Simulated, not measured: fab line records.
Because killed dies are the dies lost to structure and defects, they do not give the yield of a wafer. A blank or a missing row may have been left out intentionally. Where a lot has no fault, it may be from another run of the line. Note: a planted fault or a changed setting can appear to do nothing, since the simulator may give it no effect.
Which tool did it? ; flow gf180mcu ; Sampling: 13 lots, 39 wafers, 3 of 602 route steps

== WHAT THE GAUGES READ, wafer by wafer ==
GF_STI_THK_MEAS_30. Usual: for STI_OXIDATION_02_THK the level is 9.97 nm and the standard deviation is 0.22.
lot;measured;on;STI_OXIDATION_02_THK (nm);flag
L993;day 2 08:58;film metro-02;9.74 9.71 9.85;
L994;day 2 11:13;film metro-03;9.99 9.99 9.95;
L995;day 2 16:23;film metro-03;10.03 9.97 10.06;
L999;day 3 12:24;film metro-04;10.37 10.27 10.17;
L103;day 4 15:33;film metro-03;10.09 9.90 10.35;
L105;day 4 21:29;film metro-04;10.19 10.14 10.26;
L106;day 5 02:20;film metro-03;10.09 10.00 10.13;
L107;day 5 07:59;film metro-02;10.18 10.02 10.09;
L110;day 5 22:49;film metro-03;9.97 9.88 9.87;
L111;day 6 02:53;film metro-03;9.81 9.71 9.71;
L113;day 6 13:45;film metro-03;10.28 10.21 10.21;
L115;day 7 00:50;film metro-04;9.56 9.50 9.46;
L116;day 7 07:31;film metro-04;10.00 9.99 10.09;

GF_SAB_CD_MEAS_09: target cd 420 nm. Usual: cd nm reads 420.5 nm (standard deviation 2.4).
lot;measured;on;cd nm (nm);flag
L993;day 15 04:36;cd sem-01;426.6 423.5 422.8;
L994;day 15 12:44;cd sem-02;417.2 417.8 419.6;
L995;day 15 17:29;cd sem-02;418.3 420.3 421.5;
L999;day 17 04:43;cd sem-01;420.4 420.0 423.5;
L103;day 19 03:31;cd sem-01;422.0 419.0 422.3;
L105;day 19 07:53;cd sem-01;420.4 421.5 421.6;
L106;day 19 21:10;cd sem-01;419.1 417.5 417.4;
L107;day 20 07:57;cd sem-02;421.7 420.3 419.9;
L110;day 21 04:35;cd sem-01;420.6 422.3 421.8;
L111;day 21 15:03;cd sem-01;416.3 417.3 416.1;
L113;day 22 12:43;cd sem-02;419.6 418.3 418.3;
L115;day 23 05:58;cd sem-02;422.3 423.4 422.5;
L116;day 23 15:18;cd sem-01;424.0 424.0 423.2;

== WHICH TOOL RAN EACH LOT (tool, then ch and the chambers of the sampled wafers, then the start) ==
lot;GF_VT_IMPLANT_RTA_45
L993;rtp anneal-01 ch 0, day 7 14:22
L994;rtp anneal-02 ch 0, day 7 19:37
L995;rtp anneal-01 ch 0, day 7 23:58
L999;rtp anneal-02 ch 0, day 9 02:58
L103;rtp anneal-02 ch 0, day 10 16:19
L105;rtp anneal-02 ch 0, day 10 21:59
L106;rtp anneal-01 ch 0, day 11 07:06
L107;rtp anneal-01 ch 0, day 11 13:37
L110;rtp anneal-01 ch 0, day 12 09:44
L111;rtp anneal-01 ch 0, day 12 14:12
L113;rtp anneal-01 ch 0, day 13 04:02
L115;rtp anneal-01 ch 0, day 13 19:46
L116;rtp anneal-01 ch 0, day 14 05:14
- GF_VT_IMPLANT_RTA_45: time 30 s.

== AS READ BY THE TOOLS THEMSELVES (means over the sampled wafers that have a number; for cases with no such wafer, the mark the record gives instead) ==
GF_VT_IMPLANT_RTA_45. Usual: lamp power pct 40 %, standard deviation 3.8; run length s 59.0 s, standard deviation 0.66; wafer_temp_C_max 1053.3, standard deviation 0.71.
lot;tool;lamp power pct (%);run length s (s);wafer_temp_C_max;flag
L993;rtp anneal-01;37;58.6;1053.9;
L994;rtp anneal-02;44;58.9;1052.8;
L995;rtp anneal-01;37;58.8;1053.6;
L999;rtp anneal-02;44;58.9;1053.2;
L103;rtp anneal-02;44;65.8;1053.4;OFF
L105;rtp anneal-02;44;62.4;1053.1;OFF
L106;rtp anneal-01;37;58.4;1053.3;
L107;rtp anneal-01;37;58.6;1052.7;
L110;rtp anneal-01;37;58.6;1052.9;
L111;rtp anneal-01;37;58.7;1053.6;
L113;rtp anneal-01;37;60.7;1053.0;
L115;rtp anneal-01;37;58.6;1053.4;
L116;rtp anneal-01;37;58.8;1053.7;

== THE ANSWER, worked out from the rows above alone ==
Rule: take the mean of a lot's wafers that have a number; if it is more than 3 standard deviations from the usual mean, the lot is off. Also off: a lot with no number at a reading for which 4 or more lots have one. All remaining lots with rows at the step are treated as sound. After the gauges, taken in route order, come the tools' own readings; for these a lot's mean is taken, as printed above. At the first step where some lot is off, the reading lying furthest off is the one used; lots without a number count as furthest.
Off at GF_VT_IMPLANT_RTA_45 (run length s): L103, L105.
A tool fits if, at that step or a process step before it, it ran every lot that is off, and no sound lot after the first of them. One candidate fits, namely rtp anneal-02 at GF_VT_IMPLANT_RTA_45. Its last sound lot is L999 (day 9 02:58), its first lot that is off L103 (day 10 16:19): a fault that began between those two fits.
On the lots that are off, the tool's own readings at GF_VT_IMPLANT_RTA_45 differ by more than 5 times the standard deviation of the sound lots' means, which bears it out; run length s reads 64.1 s there versus 58.9 s on the sound lots.

== WHAT WAS PUT IN BY THE SIMULATOR ==
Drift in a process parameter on rtp anneal-02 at GF_VT_IMPLANT_RTA_45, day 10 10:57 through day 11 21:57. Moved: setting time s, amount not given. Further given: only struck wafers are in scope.
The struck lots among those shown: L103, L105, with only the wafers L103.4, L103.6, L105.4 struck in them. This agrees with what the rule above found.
